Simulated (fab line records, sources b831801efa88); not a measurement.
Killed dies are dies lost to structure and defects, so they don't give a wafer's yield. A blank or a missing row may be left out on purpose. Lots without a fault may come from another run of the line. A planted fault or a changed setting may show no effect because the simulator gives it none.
A struck lot beside a sound one | flow sky130 | 43 steps out of a route of 708
Sound: wafers L890.1, L890.5, L890.6. Struck: wafers L902.1, L902.4, L902.6. The cause comes at the end.
At each step with rows: each side's tool, then ch and its chambers, then its first start. Under that, the readings that differ: sound wafers | struck wafers | difference of the means | sigmas: that difference in standard deviations of wafers without a fault.
alike: readings whose means differ by less than 2 such deviations, and words and numbers that are the same on both sides. not compared: withheld readings, readings that some wafer has no value for, bounds like >300 that may hide the same value, and numbers for which the record gives no deviation and whose values overlap.
The two part at a step that has a row with sigmas, a row that says differs or no value, or rows on one side only. Numbers that don't overlap but have no deviation are shown without sigmas and don't part them. A reading that every wafer of one side lacks parts them only if that side has two wafers or more.

SKY_VIA3_SPUTTER_20: material TiN, target thk 20 nm, time 80 s.
  sound on pvd_sputter-04, day 39 04:52; struck on pvd_sputter-04, day 43 08:27
  alike: throttle_valve_pct
then, 1 step without rows for these wafers: SKY_VIA3_CVD_21 (deposits W, target thk 390 nm, time 117.31 s).
SKY_VIA3_RS_MEAS_22: measures by four-point-probe.
  sound on film_metro-03, day 39 05:04; struck on film_metro-03, day 43 08:38
  alike: VIA3_W_RS
SKY_VIA3_THK_MEAS_23: measures by xrf.
  sound on film_metro-03, day 39 05:11; struck on film_metro-03, day 43 08:46
  alike: VIA3_W_THK
SKY_VIA3_CMP_24: polishes, stops on SiO2, t overpolish 20 s, target thk 0 nm.
  sound on cmp-02 ch 2,3, day 39 05:17; struck on cmp-01 ch 0,1,3, day 43 08:49
  alike: motor_current_A, overpolish_run_s, time_to_endpoint_s
then, 1 step without rows for these wafers: SKY_METAL4_SPUTTER_00 (material Ti, target thk 15 nm, time 10 s).
SKY_METAL4_SPUTTER_01: material TiN, target thk 20 nm, time 16.7 s.
  sound on pvd_sputter-01, day 39 05:34; struck on pvd_sputter-02, day 43 09:08
  alike: throttle_valve_pct
then, 1 step without rows for these wafers: SKY_METAL4_SPUTTER_02 (material AlCu, target thk 735 nm, time 39.1 s).
SKY_METAL4_SPUTTER_03: material Ti, target thk 5 nm, time 3.3 s.
  sound on pvd_sputter-01, day 39 05:37; struck on pvd_sputter-02, day 43 09:12
  reading                | sound          | struck         | difference | sigmas
  throttle_valve_pct (%) | 28.4 28.3 29.4 | 30.6 30.6 30.0 | +1.7       | +2
then, 2 steps without rows for these wafers: SKY_METAL4_SPUTTER_04 (material TiN, target thk 70 nm, time 58.3 s); SKY_CAP2M_CVD_00 (deposits SiO2, target thk 15.5 nm).
SKY_CAP2M_THK_MEAS_01:
  sound on film_metro-04, day 39 05:43; struck on film_metro-01, day 43 09:17
  alike: CAP2M_CVD_00_THK
SKY_CAP2M_SPUTTER_02: material TiN, target thk 200 nm, time 166.7 s.
  sound on pvd_sputter-04, day 39 05:46; struck on pvd_sputter-03, day 43 09:21
  alike: throttle_valve_pct
SKY_CAP2M_RS_MEAS_03: measures by four-point-probe.
  sound on film_metro-01, day 39 05:53; struck on film_metro-01, day 43 09:28
  alike: CAP2M_TIN_RS
SKY_CAP2M_THK_MEAS_04: measures by xrf.
  sound on film_metro-01, day 39 06:00; struck on film_metro-01, day 43 09:35
  alike: CAP2M_TIN_THK
then, 7 steps without rows for these wafers: SKY_CAP2M_DEHYDRATE_05 (time 60 s); SKY_CAP2M_HMDS_06 (prime time 60 s); SKY_CAP2M_COAT_07 (resist thk 1140 nm); SKY_CAP2M_SOFTBAKE_08 (time 60 s); SKY_CAP2M_EXPOSE_09 (exposes mask CAP2M, target cd 1000 nm); SKY_CAP2M_PEB_10; SKY_CAP2M_DEVELOP_11 (develop time 60 s).
SKY_CAP2M_OVL_MEAS_12:
  sound on overlay-01, day 40 07:16; struck on overlay-01, day 44 06:40
  alike: CAP2M_OVL
then, 13 steps without rows for these wafers: SKY_CAP2M_METAL_ETCH_13 (etches TiN in Cl2/BCl3, stops on SiO2, target depth 220 nm, time 62.9 s); SKY_CAP2M_STRIP_14 (strips in O2/N2); SKY_CAP2M_STRIP_15 (strips in post etch residue remover, time 1200 s); SKY_CAP2M_CLEAN_16 (cleans in IPA, time 180 s); SKY_CAP2M_CLEAN_17 (cleans in O3/DIW); SKY_METAL4_DEHYDRATE_05 (time 60 s); SKY_METAL4_HMDS_06 (prime time 60 s); SKY_METAL4_COAT_07 (resist thk 60 nm); SKY_METAL4_COAT_08 (resist thk 1140 nm); SKY_METAL4_SOFTBAKE_09 (time 90 s); SKY_METAL4_EXPOSE_10 (exposes mask MM4, target cd 300 nm); SKY_METAL4_PEB_11; SKY_METAL4_DEVELOP_12 (develop time 60 s).
SKY_METAL4_CD_MEAS_13: target cd 300 nm.
  sound on cd_sem-01, day 41 08:19; struck on cd_sem-02, day 45 04:47
  alike: cd_nm
SKY_METAL4_OVL_MEAS_14:
  sound on overlay-01, day 41 08:26; struck on overlay-01, day 45 04:54
  alike: METAL4_OVL
then, 1 step without rows for these wafers: SKY_METAL4_DESCUM_15 (chemistry O2, time 8 s).
SKY_METAL4_ETCH_16: etches BARC in N2/H2, stops on SiO2, time 91.81 s, target depth 60 nm.
  sound on rie_metal-01 ch 0,1, day 41 08:30; struck on rie_metal-04 ch 0,1, day 45 04:58
  alike: drypump_motor_current_A, he_backside_leak_sccm, oes_product_au, throttle_valve_pct
  not compared: rf_hours_counter_h
then, 2 steps without rows for these wafers: SKY_METAL4_ETCH_17 (etches SiO2 in C4F8/O2/Ar, stops on TiN, time 3.9 s, target depth 15 nm); SKY_METAL4_METAL_ETCH_18 (etches the open film in Cl2/BCl3, stops on SiO2, target depth 845 nm, time 183.1 s).
-- the record jumps here: 4 days lie between the struck wafers' starts before and after (it left off in module METAL4 and takes up again in module PAD_OPEN, whose first step shown is number 708 of the route) --
SKY_PAD_OPEN_PROBE_99:
  sound on prober-01, day 45 10:05; struck on prober-02, day 48 17:41
  reading                               | sound              | struck                                                                     | difference                   | sigmas
  hold                                  | - - -              | await_dispo/3.3h/release await_dispo/3.3h/release await_dispo/3.3h/release | no value on the sound wafers |
  defect_limited_yield (%)              | 82.7 83.7 81.9     | 72.8 67.3 73.4                                                             | -11.6                        | -6
  killed_at_other                       | 0 0 0              | 57 64 54                                                                   | +58                          | +99 or more
  killed_dies                           | 85 80 89           | 134 161 131                                                                | +57                          | +6
  sort_bin_3_pad_short (%)              | 1.2 0.4 0.4        | 3.5 5.5 3.7                                                                | +3.6                         | +9
  sort_bin_5_function (%)               | 8.7 8.9 9.8        | 17.3 20.1 15.9                                                             | +8.6                         | +6
  sort_n_pass                           | 407 412 403        | 358 331 361                                                                | -57                          | -6
  sort_yield_pct (%)                    | 82.7 83.7 81.9     | 72.8 67.3 73.4                                                             | -11.6                        | -6
  model.etest.tester.sort_n_pass        | 407 412 403        | 358 331 361                                                                | -57                          |
  model.etest.tester.sort_yield_pct (%) | 82.72 83.74 81.91  | 72.76 67.28 73.37                                                          | -11.65                       |
  model.etest.tester.sort_bin_5_pct (%) | 8.74 8.943 9.756   | 17.28 20.12 15.85                                                          | +8.60                        |
  model.etest.tester.sort_bin_3_pct (%) | 1.22 0.4065 0.4065 | 3.455 5.488 3.659                                                          | +3.523                       |
  alike: killed_at_M0_to_M3, killed_at_M4_up, killed_at_contacts, killed_at_front_end, killed_open, killed_short, sort_bin_6_memory, sort_bin_8_speed

WHERE THEY PART
First at SKY_METAL4_SPUTTER_03; last, within this record, at SKY_PAD_OPEN_PROBE_99.

WHY: what the simulator had put in
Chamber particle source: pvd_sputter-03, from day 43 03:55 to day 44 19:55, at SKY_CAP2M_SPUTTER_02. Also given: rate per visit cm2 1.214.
